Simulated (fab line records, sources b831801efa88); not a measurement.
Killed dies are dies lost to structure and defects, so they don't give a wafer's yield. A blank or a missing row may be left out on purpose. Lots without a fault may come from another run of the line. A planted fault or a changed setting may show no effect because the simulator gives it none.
fab line records | flow sfq_line
record lots=5 wafers=15 last_day=92
route steps=325 shown I4@170 JJ@178 M5@198 A5B@209 R5@225
lots that met no fault: from a run of the same line without faults
start_h: hours from the record's first day to the start of the lot's first wafer shown | wait_h: hours since the lot's step before | " the same as in the row above | L1.1+2: a row that stands for several wafers | - no value, or no start given | * or withheld: withheld | < > ~ a bound
route shown NAME@n: a module of which the file shows steps, and the number in the route of the first | usual: mean/standard deviation of fault-free wafers | same: alike in all rows | chamber/n: place in a boat | sites: the reading at each site | _std_site: their standard deviation | _edge_site: outer sites' mean less inner sites' | radius_mm: how far each site lies from the wafer's centre | mask NAME#n: copy n | behind: the tool/chamber that last shaped the wafer | hold: why the lot was held/for how many hours/how that ended | device: the transistor (n, p or np) that didn't switch | end of line: the same wafers' tests at the end of the route | a step without rows: its recipe alone | killed: dies lost to structure and defects at the first sort, not the wafer's yield | map: a wafer's dies, x killed, . not, _ none there
set.NAME: the setting as run; set.NAME@STEP: as run at that earlier step | model.NAME: the simulator's own value behind a step, which no gauge read
lots at some steps of the route; a table a step, a row a wafer
services: from which hour (start_h, from the record's first day; less than 0 if before it) a tool's chamber was out of use, for how many hours, and why
## steps
# step SFQ_TRILAYER_I4_VIA_LITHO_EXPOSE_104
# recipe mask_id=I4 na=0.6 source_shape=conventional sigma_outer=0.65 target_cd_nm=700 dose_mj=21.3
# step SFQ_TRILAYER_I4_VIA_LITHO_PEB_106
# recipe peb_temp_c=115 peb_time_s=60 resist=KrF
# step SFQ_TRILAYER_I4_VIA_LITHO_DEVELOP_105
# recipe time_s=60 resist=KrF
# step SFQ_I4_OVL_MEAS_928
# usual I4_OVL=-3/6.4
# columns lot.wafer tool chamber start_h wait_h I4_OVL[nm]
L587.2 overlay-02 - 1434.91 0.1 -2
L587.5 " - " " -6
L587.6 " - " " -4
L592.1 overlay-02 - 1474.86 0.1 1
L592.3 " - " " 1
L592.5 " - " " -1
L595.2 overlay-02 - 1497.67 0.1 -11
L595.3 " - " " -10
L595.5 " - " " -12
L605.1 overlay-02 - 1599.51 0.1 -10
L605.2 " - " " -4
L605.4 " - " " -2
L606.3 overlay-01 - 1601.92 0.1 8
L606.4 " - " " 2
L606.5 " - " " 5
# step SFQ_TRILAYER_I4_VIA_BARC_OPEN_VIA_ETCH_146
# recipe mask_material=PR chemistry=O2 target_depth_nm=125 target=BARC source_w=500 bias_w=80 pressure_mtorr=30 time_s=41.7
# usual drypump_motor_current_A=6.0/0.39 oes_product_au=0.685/0.0044
# same time_s=41.7
# columns lot.wafer tool chamber start_h wait_h drypump_motor_current_A oes_product_au rf_hours_counter_h
L587.2 rie_diel-03 3 1434.94 0.0 5.6 0.691 12
L587.5 " 0 " " 6.2 0.686 -
L587.6 " 3 " " 5.5 0.689 -
L592.1 rie_diel-01 2 1474.90 0.0 5.9 0.681 21
L592.3 " 3 " " 6.4 0.689 18
L592.5 " 1 " " 6.6 0.685 -
L595.2 rie_diel-01 1 1497.70 0.0 6.7 0.687 17
L595.3 " 3 " " 6.4 0.687 18
L595.5 " 0 " " 5.6 0.691 -
L605.1 rie_diel-04 2 1599.55 0.0 5.1 0.692 7
L605.2 " 1 " " 6.1 0.690 15
L605.4 " 0 " " 5.8 0.690 17
L606.3 rie_diel-01 3 1601.95 0.0 6.4 0.688 19
L606.4 " 2 " " 5.9 0.691 1
L606.5 " 1 " " 6.7 0.688 -
# step SFQ_TRILAYER_I4_VIA_ETCH_VIA_ETCH_106
# recipe target=SiO2 stop_on=Nb mask_material=PR taper_deg=20 chemistry=CHF3 target_depth_nm=260 source_w=500 bias_w=80 pressure_mtorr=30 time_s=withheld
# usual drypump_motor_current_A=6.0/0.39 oes_product_au=0.855/0.005
# columns lot.wafer tool chamber start_h wait_h drypump_motor_current_A oes_product_au
L587.2 rie_diel-03 3 1434.98 0.0 5.5 0.853
L587.5 " 0 " " 6.2 0.856
L587.6 " 3 " " 5.6 0.851
L592.1 rie_diel-01 2 1474.94 0.0 5.9 0.859
L592.3 " 3 " " 6.4 0.851
L592.5 " 1 " " 6.7 0.849
L595.2 rie_diel-01 1 1497.74 0.0 6.7 0.849
L595.3 " 3 " " 6.4 0.849
L595.5 " 0 " " 5.6 0.850
L605.1 rie_diel-04 2 1599.59 0.0 5.1 0.853
L605.2 " 1 " " 6.0 0.859
L605.4 " 0 " " 5.8 0.855
L606.3 rie_diel-01 3 1601.99 0.0 6.3 0.860
L606.4 " 2 " " 5.9 0.858
L606.5 " 1 " " 6.7 0.848
# step SFQ_TRILAYER_I4_VIA_STRIP_STRIP_107
# recipe gas=O2 power_w=200 platen_temp_c=40 overash_fraction=0.65 chemistry=O2 pressure_mtorr=50
# step SFQ_TRILAYER_I4_VIA_STRIP_SOLV_CLEAN_108
# recipe chemistry=NMP temp_c=70 time_s=600
# step SFQ_TRILAYER_JJ_TRILAYER_DEP_PRE_CLEAN_113
# recipe gas=Ar time_s=22.5 bias_v=250
# step SFQ_TRILAYER_JJ_TRILAYER_DEP_SPUTTER_109
# recipe material=Nb base_pressure_pa=1.33e-06 chamber_pressure_pa=0.1333 substrate_temp_c=20 target_thk_nm=150 power_w=2000 time_s=100
# step SFQ_TRILAYER_JJ_TRILAYER_DEP_SPUTTER_110
# recipe material=Al base_pressure_pa=1.33e-06 target_thk_nm=8 power_w=500 time_s=10 chamber_pressure_pa=0.4
# step SFQ_TRILAYER_JJ_TRILAYER_DEP_AL_OXIDATION_111
# recipe pressure_mbar=0.014667 oxidation_time_s=600 temperature_k=293
# step SFQ_TRILAYER_JJ_TRILAYER_DEP_SPUTTER_112
# recipe material=Nb base_pressure_pa=1.33e-06 chamber_pressure_pa=0.1333 substrate_temp_c=20 target_thk_nm=170 power_w=2000 time_s=113.3
# usual cathode_dc_power_W=2000.0/0.33 throttle_valve_pct=29.9/0.93
# same time_s=113.3
# columns lot.wafer tool chamber start_h wait_h cathode_dc_power_W throttle_valve_pct model.Nb_of_TRILAYER_JJ_TRILAYER_DEP_SPUTTER_112.thk_nm
L587.2 pvd_sputter-04 - 1436.99 0.5 1999.5 28.9 168.9
L587.5 " - " " 2000.0 29.0 168.2
L587.6 " - " " 2000.4 28.8 167.5
L592.1 pvd_sputter-06 - 1476.95 0.5 1999.8 29.6 167.5
L592.3 " - " " 2000.5 31.0 168.1
L592.5 " - " " 1999.8 29.9 167.9
L595.2 pvd_sputter-04 - 1499.75 0.5 2000.0 30.7 172.7
L595.3 " - " " 1540.7 29.1 131.3
L595.5 " - " " 2000.3 30.7 171.7
L605.1 pvd_sputter-06 - 1601.62 0.5 1999.6 30.9 170.9
L605.2 " - " " 2000.5 30.0 170.4
L605.4 " - " " 1999.8 28.8 171.3
L606.3 pvd_sputter-03 - 1604.00 0.5 2000.3 29.7 172.6
L606.4 " - " " 2000.0 29.7 171.4
L606.5 " - " " 2000.2 31.1 169.6
# step SFQ_JJ_RS_MEAS_929
# recipe thk_meas_gauge=four-point-probe reads=Nb_of_TRILAYER_JJ_TRILAYER_DEP_SPUTTER_112
# usual JJ_NB_RS=1.047/0.011
# columns lot.wafer tool chamber start_h wait_h JJ_NB_RS[ohm/sq]
L587.2 film_metro-01 - 1437.09 0.1 1.056
L587.5 " - " " 1.060
L587.6 " - " " 1.064
L592.1 film_metro-01 - 1477.03 0.0 1.066
L592.3 " - " " 1.062
L592.5 " - " " 1.063
L595.2 film_metro-01 - 1499.85 0.1 1.033
L595.3 " - " " 1.368
L595.5 " - " " 1.040
L605.1 film_metro-01 - 1601.70 0.0 1.044
L605.2 " - " " 1.046
L605.4 " - " " 1.042
L606.3 film_metro-01 - 1604.12 0.1 1.036
L606.4 " - " " 1.044
L606.5 " - " " 1.055
# step SFQ_TRILAYER_JJ_CE_LITHO_COAT_119
# recipe resist=BARC spin_rpm=3000 resist_thk_nm=62
# step SFQ_TRILAYER_JJ_CE_LITHO_COAT_114
# recipe resist=KrF spin_rpm=3000 resist_thk_nm=600
# step SFQ_TRILAYER_JJ_CE_LITHO_SOFTBAKE_118
# recipe temp_c=withheld time_s=withheld resist=KrF
# step SFQ_TRILAYER_JJ_CE_LITHO_EXPOSE_115
# recipe mask_id=J5 na=0.6 source_shape=conventional sigma_outer=0.65 target_cd_nm=700 dose_mj=14.4
# step SFQ_TRILAYER_JJ_CE_LITHO_PEB_117
# recipe peb_temp_c=115 peb_time_s=60 resist=KrF
# step SFQ_TRILAYER_JJ_CE_LITHO_DEVELOP_116
# recipe time_s=60 resist=KrF
# step SFQ_JJ_OVL_MEAS_931
# usual J5_OVL=2/6.3
# columns lot.wafer tool chamber start_h wait_h J5_OVL[nm]
L587.2 overlay-02 - 1559.77 0.1 -1
L587.5 " - " " 4
L587.6 " - " " 0
L592.1 overlay-02 - 1565.76 0.1 -2
L592.3 " - " " -6
L592.5 " - " " -1
L595.2 overlay-02 - 1569.37 0.1 0
L595.3 " - " " 7
L595.5 " - " " 1
L605.1 overlay-02 - 1709.00 0.1 2
L605.2 " - " " 0
L605.4 " - " " 9
L606.3 overlay-02 - 1713.82 0.1 6
L606.4 " - " " 2
L606.5 " - " " 4
# step SFQ_TRILAYER_JJ_CE_METRO_MEASURE_117
# step SFQ_TRILAYER_JJ_CE_BARC_OPEN_RIE_150
# recipe mask_material=PR chemistry=O2 target_depth_nm=240 target=BARC icp_w=600 bias_w=80 pressure_mtorr=10 time_s=80
# step SFQ_TRILAYER_JJ_CE_ETCH_RIE_118
# recipe target=Nb stop_on=Al2O3 mask_material=PR taper_deg=13.257 over_etch_frac=0.15 time_s=97.7 chemistry=SF6 target_depth_nm=170 icp_w=600 bias_w=80 pressure_mtorr=10
# usual drypump_motor_current_A=5.74/0.24 oes_product_au=0.990/0.0061
# same time_s=97.7
# columns lot.wafer tool chamber start_h wait_h drypump_motor_current_A oes_product_au rf_hours_counter_h
L587.2 rie_metal-01 1 1561.19 0.1 5.73 0.996 42
L587.5 " 0 " " 5.79 0.985 -
L587.6 " 1 " " 5.72 0.983 -
L592.1 rie_metal-02 1 1567.54 0.1 5.76 0.989 95
L592.3 " 0 " " 5.97 0.986 -
L592.5 " 1 " " 5.79 0.989 -
L595.2 rie_metal-02 0 1570.69 0.1 5.99 0.989 125
L595.3 " 0 " " 6.02 0.849 -
L595.5 " 1 " " 5.73 0.981 -
L605.1 rie_metal-02 0 1710.33 0.1 5.95 0.991 13
L605.2 " 1 " " 5.75 0.985 115
L605.4 " 0 " " 5.92 0.986 -
L606.3 rie_metal-02 0 1715.17 0.1 5.99 0.991 -
L606.4 " 1 " " 5.76 1.001 -
L606.5 " 0 " " 6.00 0.988 -
# step SFQ_TRILAYER_JJ_ANODIZE_ANODIZE_119
# recipe current_density_ma_cm2=withheld end_current_density_ma_cm2=withheld bath_temp_c=withheld
# step SFQ_TRILAYER_JJ_CE_STRIP_STRIP_120
# recipe gas=O2 power_w=200 platen_temp_c=40 overash_fraction=0.65 chemistry=O2 pressure_mtorr=50
# usual drypump_motor_current_A=5.68/0.24 oes_product_au=1.001/0.0067
# same overash_fraction=0.65
# columns lot.wafer tool chamber start_h wait_h drypump_motor_current_A oes_product_au rf_hours_counter_h
L587.2 rie_metal-01 0 1561.79 0.0 5.82 1.002 103
L587.5 " 1 " " 5.68 1.013 -
L587.6 " 0 " " 5.82 1.011 -
L592.1 rie_metal-01 0 1568.15 0.0 5.85 0.997 106
L592.3 " 0 " " 5.84 0.998 -
L592.5 " 0 " " 5.81 0.986 -
L595.2 rie_metal-01 1 1571.29 0.0 5.72 0.995 44
L595.3 " 1 " " 5.75 0.991 -
L595.5 " 1 " " 5.74 1.003 -
L605.1 rie_metal-01 1 1710.98 0.0 5.71 1.003 62
L605.2 " 0 " " 5.81 0.987 125
L605.4 " 0 " " 5.81 1.003 -
L606.3 rie_metal-01 0 1715.94 0.2 5.81 1.002 -
L606.4 " 1 " " 5.71 1.013 -
L606.5 " 1 " " 5.70 1.004 -
# step SFQ_TRILAYER_JJ_CE_STRIP_SOLV_CLEAN_121
# recipe chemistry=NMP temp_c=70 time_s=600
# step SFQ_TRILAYER_M5_LITHO_COAT_128
# recipe resist=BARC spin_rpm=3000 resist_thk_nm=62
# step SFQ_TRILAYER_M5_LITHO_COAT_123
# recipe resist=KrF spin_rpm=3000 resist_thk_nm=600
# step SFQ_TRILAYER_M5_LITHO_SOFTBAKE_127
# recipe temp_c=withheld time_s=withheld resist=KrF
# step SFQ_TRILAYER_M5_LITHO_EXPOSE_124
# recipe mask_id=M5 na=0.6 source_shape=conventional sigma_outer=0.65 target_cd_nm=700 dose_mj=14.4
# step SFQ_TRILAYER_M5_LITHO_PEB_126
# recipe peb_temp_c=115 peb_time_s=60 resist=KrF
# step SFQ_TRILAYER_M5_LITHO_DEVELOP_125
# recipe time_s=60 resist=KrF
# step SFQ_M5_OVL_MEAS_932
# usual M5_OVL=-4/6
# columns lot.wafer tool chamber start_h wait_h M5_OVL[nm]
L587.2 overlay-02 - 1658.61 0.1 -11
L587.5 " - " " -3
L587.6 " - " " -12
L592.1 overlay-01 - 1670.60 0.1 -6
L592.3 " - " " -8
L592.5 " - " " -10
L595.2 overlay-01 - 1674.21 0.1 4
L595.3 " - " " 10
L595.5 " - " " 8
L605.1 overlay-01 - 1808.32 0.1 3
L605.2 " - " " -5
L605.4 " - " " -2
L606.3 overlay-02 - 1811.93 0.1 -5
L606.4 " - " " 2
L606.5 " - " " 2
# step SFQ_TRILAYER_M5_BARC_OPEN_METAL_ETCH_161
# recipe mask_material=PR chemistry=O2 target_depth_nm=125 target=BARC icp_w=600 bias_w=80 pressure_mtorr=10 time_s=41.7
# step SFQ_TRILAYER_M5_ETCH_METAL_ETCH_126
# recipe target=Nb stop_on=SiO2 mask_material=PR over_etch_frac=0.15 time_s=203.2 chemistry=Cl2/BCl3 target_depth_nm=265 icp_w=600 bias_w=80 pressure_mtorr=10
# step SFQ_TRILAYER_M5_STRIP_STRIP_127
# recipe gas=O2 power_w=200 platen_temp_c=40 overash_fraction=0.65 chemistry=O2 pressure_mtorr=50
# usual drypump_motor_current_A=5.63/0.23 oes_product_au=1.000/0.0066
# same overash_fraction=0.65
# columns lot.wafer tool chamber start_h wait_h drypump_motor_current_A oes_product_au rf_hours_counter_h
L587.2 rie_metal-03 0 1658.89 0.1 5.59 0.994 15
L587.5 " 0 " " 5.57 0.994 -
L587.6 " 1 " " 5.32 0.998 -
L592.1 rie_metal-02 0 1670.89 0.1 5.97 0.992 8
L592.3 " 1 " " 5.75 0.993 -
L592.5 " 1 " " 5.76 0.989 -
L595.2 rie_metal-02 0 1674.49 0.1 5.98 1.000 8
L595.3 " 0 " " 5.98 0.996 -
L595.5 " 1 " " 5.74 0.999 -
L605.1 rie_metal-02 0 1808.87 0.3 6.01 0.982 31
L605.2 " 0 " " 5.98 0.984 -
L605.4 " 0 " " 5.98 0.991 -
L606.3 rie_metal-03 1 1812.41 0.3 5.31 0.998 -
L606.4 " 0 " " 5.59 0.991 -
L606.5 " 0 " " 5.58 0.996 -
# step SFQ_TRILAYER_M5_STRIP_SOLV_CLEAN_128
# recipe chemistry=NMP temp_c=70 time_s=600
# step SFQ_TRILAYER_A5B_DEP_PECVD_129
# recipe material=SiO2 temp_c=150 time_s=133.33 pressure_torr=2.4 rf_w=183.3 precursor=SiH4/N2O target_thk_nm=600
# step SFQ_TRILAYER_A5B_CMP_CMP_130
# recipe stop_on=Nb down_force_psi=3 platen_rpm=60 target_thk_nm=340.7
# step SFQ_TRILAYER_A5B_METRO_MEASURE_131
# usual thk_nm=339/3.9
# columns lot.wafer tool chamber start_h wait_h thk_nm
L587.2 film_metro-04 - 1664.53 2.7 337
L587.5 " - " " 335
L587.6 " - " " 342
L592.1 film_metro-03 - 1675.38 2.0 337
L592.3 " - " " 335
L592.5 " - " " 338
L595.2 film_metro-03 - 1679.76 1.7 347
L595.3 " - " " 337
L595.5 " - " " 338
L605.1 film_metro-04 - 1813.51 1.0 336
L605.2 " - " " 340
L605.4 " - " " 336
L606.3 film_metro-02 - 1816.53 2.9 338
L606.4 " - " " 338
L606.5 " - " " 338
# step SFQ_TRILAYER_R5_ETCH_METAL_ETCH_139
# recipe stop_on=SiO2 mask_material=PR chemistry=Cl2 target_depth_nm=60 icp_w=600 bias_w=80 pressure_mtorr=10 time_s=40
# usual drypump_motor_current_A=5.51/0.24 oes_product_au=0.991/0.0059
# same time_s=40
# columns lot.wafer tool chamber start_h wait_h drypump_motor_current_A oes_product_au rf_hours_counter_h model.Nb_of_TRILAYER_JJ_TRILAYER_DEP_SPUTTER_112.thk_nm
L587.2 rie_metal-04 1 1764.24 0.0 5.34 1.003 48 158.8
L587.5 " 0 " " 5.17 0.983 - 158.3
L587.6 " 1 " " 5.36 0.991 - 157.5
L592.1 rie_metal-03 0 1776.24 0.0 5.59 0.990 34 157.6
L592.3 " 1 " " 5.30 0.995 - 158.1
L592.5 " 0 " " 5.58 0.987 - 158
L595.2 rie_metal-03 1 1781.04 0.0 5.33 0.987 51 162.7
L595.3 " 1 " " 5.28 0.981 - 121.2
L595.5 " 1 " " 5.27 0.995 - 161.5
L605.1 rie_metal-04 0 1915.13 0.0 5.17 0.990 82 161
L605.2 " 1 " " 5.34 0.984 68 160.4
L605.4 " 1 " " 5.31 0.983 - 161.3
L606.3 rie_metal-03 0 1917.55 0.0 5.58 0.982 - 162.6
L606.4 " 1 " " 5.34 0.989 - 161.3
L606.5 " 0 " " 5.60 0.992 - 159.6
## services
# columns tool chamber start_h hours kind
rie_metal-02 - 1411.80 2.8 pm
pvd_sputter-06 - 1431.13 8.3 repair
rie_diel-04 0 1439.02 8.7 repair
film_metro-03 - 1441.41 1.2 pm
rie_metal-01 - 1455.44 1.6 repair
film_metro-04 - 1460.14 1.2 pm
rie_diel-04 1 1462.33 2.1 repair
rie_diel-01 0 1475.20 3.7 repair
rie_metal-01 - 1539.04 2.8 pm
rie_metal-01 1 1563.84 4.7 repair
rie_diel-01 1 1586.47 8.0 repair
rie_diel-01 0 1589.69 7.3 repair
rie_diel-01 2 1638.95 6.6 repair
rie_diel-01 0 1639.29 19.2 repair
rie_diel-01 1 1658.12 2.5 repair
rie_metal-01 - 1698.26 0.3 repair
rie_metal-02 - 1739.97 1.6 repair
rie_metal-01 - 1767.01 1.8 repair
rie_metal-03 - 1796.92 0.3 repair
rie_metal-01 - 1850.55 1.1 repair
rie_metal-02 1 1859.19 11.2 repair
rie_diel-01 1 1867.38 5.9 repair
rie_metal-03 - 1873.90 2.8 pm
rie_diel-01 - 1915.91 2.8 pm
## key
first_sign step=SFQ_TRILAYER_JJ_TRILAYER_DEP_SPUTTER_112 reading=cathode_dc_power_W direction=down sigmas=99+ usual=2000.0 struck=1540.7
effect step=SFQ_JJ_RS_MEAS_929 reading=JJ_NB_RS direction=up sigmas=30 usual=1.047 struck=1.368
effect step=SFQ_TRILAYER_JJ_CE_ETCH_RIE_118 reading=oes_product_au direction=down sigmas=23 usual=0.990 struck=0.849
model_effect step=SFQ_TRILAYER_JJ_TRILAYER_DEP_SPUTTER_112 value=Nb_of_TRILAYER_JJ_TRILAYER_DEP_SPUTTER_112.thk_nm without=170.3 struck=131.3
model_effect step=SFQ_TRILAYER_R5_ETCH_METAL_ETCH_139 value=Nb_of_TRILAYER_JJ_TRILAYER_DEP_SPUTTER_112.thk_nm without=160.3 struck=121.2
met_at SFQ_TRILAYER_JJ_TRILAYER_DEP_SPUTTER_112
struck_wafers L595.3
fault kind=process_parameter_drift tool=pvd_sputter-04 chamber=- onset_h=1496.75 steps=SFQ_TRILAYER_JJ_TRILAYER_DEP_SPUTTER_112 channel=power_w offset=-459.25 shape=step end_h=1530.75 acts_in=these_recipes_only stated=2000 scope=struck_wafers_only
